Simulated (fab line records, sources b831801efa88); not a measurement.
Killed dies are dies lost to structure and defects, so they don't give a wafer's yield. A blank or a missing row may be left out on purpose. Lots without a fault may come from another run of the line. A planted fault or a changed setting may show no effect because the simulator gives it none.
Problem report in the 8D (eight disciplines) form, filled by code | flow sky130 | the parts of the form that need people (team, actions taken, sign-off) are left out

1. THE PROBLEM
spin_speed_rpm at SKY_CONTACT_COAT_08 reads a mean of 2092.2 rpm on 6 wafers of 2 lots; wafers without a fault read 3000.1 rpm with a standard deviation of 2.2. That is -99 or more standard deviations from the usual mean.
The step: resist thk 60 nm.
First seen on wafer L377.3, day 34 12:52, on litho_track-03. The record holds 33 wafers of 11 lots with a number at this step. Rule for "out", or "out of limits": more than 4 standard deviations from the usual mean. The other wafers with a number count as sound.

2. WHAT IT IS AND WHAT IT IS NOT
question                    | is                     | is not
which readings at this step | spin_speed_rpm         | dispense_pressure_kPa
which lots                  | L377, L381             | L369, L370, L371, L382, L383, L387, L388, L390, L391
which wafers of those lots  | all that have a number | -
read on which tools         | litho_track-03         | litho_track-01, litho_track-02
when                        | from day 34 12:52      | up to then (9 sound wafers); but 18 sound wafers of L382, L383, L387, L388, L390, L391 came after

3. SUSPECTS, AND WHAT RULES EACH OUT
Counting: a tool at a process step up to the reading stays a suspect if it ran every lot that is out and no sound lot after the first of them.
- litho_track-03 at SKY_CONTACT_COAT_08 (resist thk 60 nm): ruled out as a lasting fault. Sound lots L391 ran on it after its first lot that is out, L377 (day 34 12:52).
Left after counting: nothing in the record.

4. THE CAUSE (what the simulator had put in)
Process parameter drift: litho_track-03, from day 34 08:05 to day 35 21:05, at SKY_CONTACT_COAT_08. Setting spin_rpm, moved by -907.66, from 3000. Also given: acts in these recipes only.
Counting ruled it out, wrongly.

5. THE CHAIN OF EFFECTS, in route order
Each row: a reading whose mean over the struck wafers that have a number lies more than 3 standard deviations from the usual. Only readings for which the record gives a usual standard deviation are gone through. hours: the time from each lot's start at the first step in this table that gives one to its start at this step, as a median over the lots. sigmas: the change in usual standard deviations.
hours | step                 | reading                  | usual      | on struck wafers | change | sigmas
0     | SKY_CONTACT_COAT_08  | spin_speed_rpm           | 3000.1 rpm | 2092.2           | -907.9 | -99 or more
14    | SKY_CONTACT_ETCH_16  | oes_product_au           | 0.855 a.u. | 0.948            | +0.093 | +20
14    | SKY_CONTACT_STRIP_19 | strip_time_to_endpoint_s | 3.632 s    | 3.770            | +0.138 | +6.6
The process steps in it:
- SKY_CONTACT_COAT_08: resist thk 60 nm.
- SKY_CONTACT_ETCH_16: etches BARC in N2/H2, stops on SiO2, time 45.9 s, target depth 60 nm.
- SKY_CONTACT_STRIP_19: strips in O2/N2.

6. WHAT WOULD HAVE CAUGHT IT SOONER
In this record the first reading out of limits was taken at day 34 12:52, 5 hours after the fault began at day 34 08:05.
